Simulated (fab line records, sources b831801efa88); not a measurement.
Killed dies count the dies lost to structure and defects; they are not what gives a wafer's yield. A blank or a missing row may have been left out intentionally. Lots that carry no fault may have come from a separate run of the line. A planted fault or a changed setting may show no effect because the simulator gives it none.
A struck lot beside a sound one ; flow sky130 ; 17 out of 708 route steps
Sound: wafers L963.4, L963.5, L963.6. Struck: wafers L966.1, L966.3 (left out: L966.2, a lot-mate that was not struck); the cause follows at the end.
At each step with rows: each side's tool, then ch and its chambers, then its first start. Under that, the readings that differ: sound wafers ; struck wafers ; difference of the means ; sigmas: that difference in standard deviations of wafers without a fault.
alike: words and numbers the same on both sides, and readings whose means are apart by under 2 such deviations; not compared: readings that were withheld, readings missing a value for some wafer, numbers with overlapping values and no deviation given by the record, and bounds like >300 which may hide the same value.
Wherever a step has rows on one side only, a row that says differs or no value, or a row with sigmas, the two part there. Non-overlapping numbers with no deviation appear without sigmas and do not part them. A reading missing from all wafers of one side parts the sides only when that side holds two or more wafers.

SKY_FIELD_ISO_THK_MEAS_02:
  struck on film_metro-01, day 4 10:24; sound on film_metro-01, day 3 19:32
  alike: FIELD_ISO_OXIDATION_00_THK
then, 1 step without rows for these wafers: SKY_FIELD_ISO_CVD_03 (deposits Si3N4 from DCS/NH3, target thk 165 nm, time 2830 s).
SKY_FIELD_ISO_THK_MEAS_04:
  struck on film_metro-04, day 4 13:08; sound on film_metro-04, day 3 21:23
reading;sound;struck;difference;sigmas
FIELD_ISO_CVD_03_THK (nm);163.0 165.8 166.3;161.3 161.8;-3.5;-2
then, 8 steps without rows for these wafers: SKY_FIELD_ISO_DEHYDRATE_05 (time 60 s); SKY_FIELD_ISO_HMDS_06 (prime time 60 s); SKY_FIELD_ISO_COAT_07 (resist thk 60 nm); SKY_FIELD_ISO_COAT_08 (resist thk 450 nm); SKY_FIELD_ISO_SOFTBAKE_09 (time 90 s); SKY_FIELD_ISO_EXPOSE_10 (exposes mask FOM, target cd 150 nm); SKY_FIELD_ISO_PEB_11; SKY_FIELD_ISO_DEVELOP_12 (develop time 60 s).
SKY_FIELD_ISO_CD_MEAS_13 targets a cd of 150 nm.
  struck on cd_sem-02, day 5 06:13; sound on cd_sem-01, day 4 14:37
  alike: cd_nm
SKY_FIELD_ISO_ETCH_14: etches BARC in N2/H2, stops on SiO2, time 45.9 s, target depth 60 nm.
  sound on rie_diel-04 ch 0,2,3, day 4 14:41; struck on rie_diel-04 ch 1,2, day 5 06:20
reading;sound;struck;difference;sigmas
oes_product_au (a.u.);0.857 0.851 0.857;0.775 0.764;-0.085;-19
run_length_s (s);74.3 74.0 74.1;84.4 84.3;+10.2;+33
model.KrF-thick_of_FIELD_ISO_COAT_08.thk_nm (nm);394 395.1 394.5;385.8 385.4;-8.9;
  alike: drypump_motor_current_A, throttle_valve_pct
  not compared: rf_hours_counter_h
SKY_FIELD_ISO_ETCH_15: etches the open film in CHF3/O2, stops on Si, target depth 180 nm, time 72 s.
  sound on rie_diel-04 ch 0,2,3, day 4 14:43; struck on rie_diel-04 ch 1,2, day 5 06:22
reading;sound;struck;difference;sigmas
model.KrF-thick_of_FIELD_ISO_COAT_08.thk_nm (nm);238.8 241.5 240;230.1 226.6;-11.8;
  alike: O2_flow_sccm, drypump_motor_current_A, oes_product_au, run_length_s, throttle_valve_pct
  not compared: rf_hours_counter_h
SKY_FIELD_ISO_STRIP_16: strips in O2/N2.
  sound on plasma_asher-03 ch 0,1, day 4 14:49; struck on plasma_asher-01 ch 1, day 5 06:26
reading;sound;struck;difference;sigmas
strip_time_to_endpoint_s (s);3.579 3.609 3.587;3.492 3.449;-0.121;-4
  alike: drypump_motor_current_A, oes_product_au
  not compared: rf_hours_counter_h
SKY_FIELD_ISO_ETCH_17: etches Si in HBr/Cl2/O2, target depth 342 nm, time 97.7 s.
  sound on rie_si-02 ch 1,2, day 4 14:53; struck on rie_si-01 ch 1,2, day 5 06:32
  alike: O2_flow_sccm, drypump_motor_current_A, oes_product_au, run_length_s, throttle_valve_pct
  not compared: rf_hours_counter_h
then, 1 step without rows for these wafers: SKY_PAD_OPEN_PROBE_99.

## WHERE THEY PART
First at SKY_FIELD_ISO_THK_MEAS_04; last, within this record, at SKY_FIELD_ISO_STRIP_16. Later steps at which nothing parts them and some readings are alike: SKY_FIELD_ISO_ETCH_17.

WHY: what the simulator had put in
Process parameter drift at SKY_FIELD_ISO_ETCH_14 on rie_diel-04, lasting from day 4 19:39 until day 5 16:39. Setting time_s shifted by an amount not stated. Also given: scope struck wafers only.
